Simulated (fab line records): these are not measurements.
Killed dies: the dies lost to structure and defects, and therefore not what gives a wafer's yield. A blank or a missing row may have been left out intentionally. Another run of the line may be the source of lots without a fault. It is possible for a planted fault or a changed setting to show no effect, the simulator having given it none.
Which tool did it? | flow sky130 | Sampling: 13 lots, 39 wafers, 2 of 708 route steps

== WHAT EACH GAUGE READ, for each wafer ==
SKY_FIELD_ISO_BOW_MEAS_00. Usual: for INCOMING_BOW the level is -1 um and the standard deviation is 6.4.
lot  | measured    | on            | INCOMING_BOW (um) | flag
L217 | day 1 15:01 | film-metro-04 | -2 3 2            |
L218 | day 1 20:01 | film-metro-03 | 5 21 10           |
L219 | day 2 01:01 | film-metro-01 | 8 -1 0            |
L220 | day 2 06:01 | film-metro-01 | 10 -2 -3          |
L223 | day 2 21:01 | film-metro-03 | -3 0 -7           |
L224 | day 3 02:00 | film-metro-03 | 6 -6 9            |
L226 | day 3 12:00 | film-metro-01 | -13 6 -2          |
L230 | day 4 08:00 | film-metro-01 | -4 1 -7           |
L234 | day 5 04:01 | film-metro-01 | -7 -7 4           |
L235 | day 5 09:01 | film-metro-03 | 0 -6 1            |
L236 | day 5 14:00 | film-metro-01 | -11 4 -8          |
L238 | day 6 00:00 | film-metro-03 | 4 -1 -5           |
L239 | day 6 05:00 | film-metro-03 | -5 2 10           |

SKY_FIELD_ISO_THK_MEAS_02. Usual: for FIELD_ISO_OXIDATION_00_THK the level is 12.00 nm and the standard deviation is 0.19.
lot  | measured    | on            | FIELD_ISO_OXIDATION_00_THK (nm) | flag
L217 | day 1 16:38 | film-metro-04 | 11.94 11.98 11.89               |
L218 | day 1 23:01 | film-metro-03 | 12.13 12.17 12.13               |
L219 | day 2 03:26 | film-metro-04 | 12.28 12.25 12.36               |
L220 | day 2 07:38 | film-metro-04 | 11.78 12.07 11.81               |
L223 | day 2 22:38 | film-metro-03 | 11.74 11.72 11.97               |
L224 | day 3 04:16 | film-metro-03 | 11.93 12.00 12.06               |
L226 | day 3 14:23 | film-metro-01 | 12.44 12.21 12.24               |
L230 | day 4 11:32 | film-metro-01 | 12.15 12.14 12.33               |
L234 | day 5 06:37 | film-metro-04 | 12.32 12.17 12.10               |
L235 | day 5 10:45 | film-metro-04 | 11.73 11.80 11.78               |
L236 | day 5 20:19 | film-metro-04 | 11.63 11.75 11.67               |
L238 | day 6 04:43 | film-metro-04 | 12.00 12.09 12.20               |
L239 | day 6 08:29 | film-metro-03 | 12.00 11.64 11.95               |

== TOOL THAT RAN EACH LOT (tool first, then ch and the chambers of the sampled wafers, then the start) ==
The record shows no process step preceding these readings.

== AS READ BY THE TOOLS THEMSELVES (means over the sampled wafers that have a number; for cases with no such wafer, the mark the record gives instead) ==
The record holds no such reading with a usual standard deviation.

== THE ANSWER, worked out from the rows above alone ==
Rule: a lot is off if the mean of its wafers that have a number lies more than 3 standard deviations from the usual mean. A lot without any number at a reading at which 4 lots or more have one is off too. Any other lot the step has rows for is counted as sound. Order of review: gauges by route order, followed by the tools' own readings, for which a lot's mean as printed above is used. The first step at which some lot is off is used, and at that step the reading that is off furthest; a lot without a number counts as furthest.
No lot is off on any of the readings shown, so nothing can be concluded from this.

== WHAT WAS PUT IN BY THE SIMULATOR ==
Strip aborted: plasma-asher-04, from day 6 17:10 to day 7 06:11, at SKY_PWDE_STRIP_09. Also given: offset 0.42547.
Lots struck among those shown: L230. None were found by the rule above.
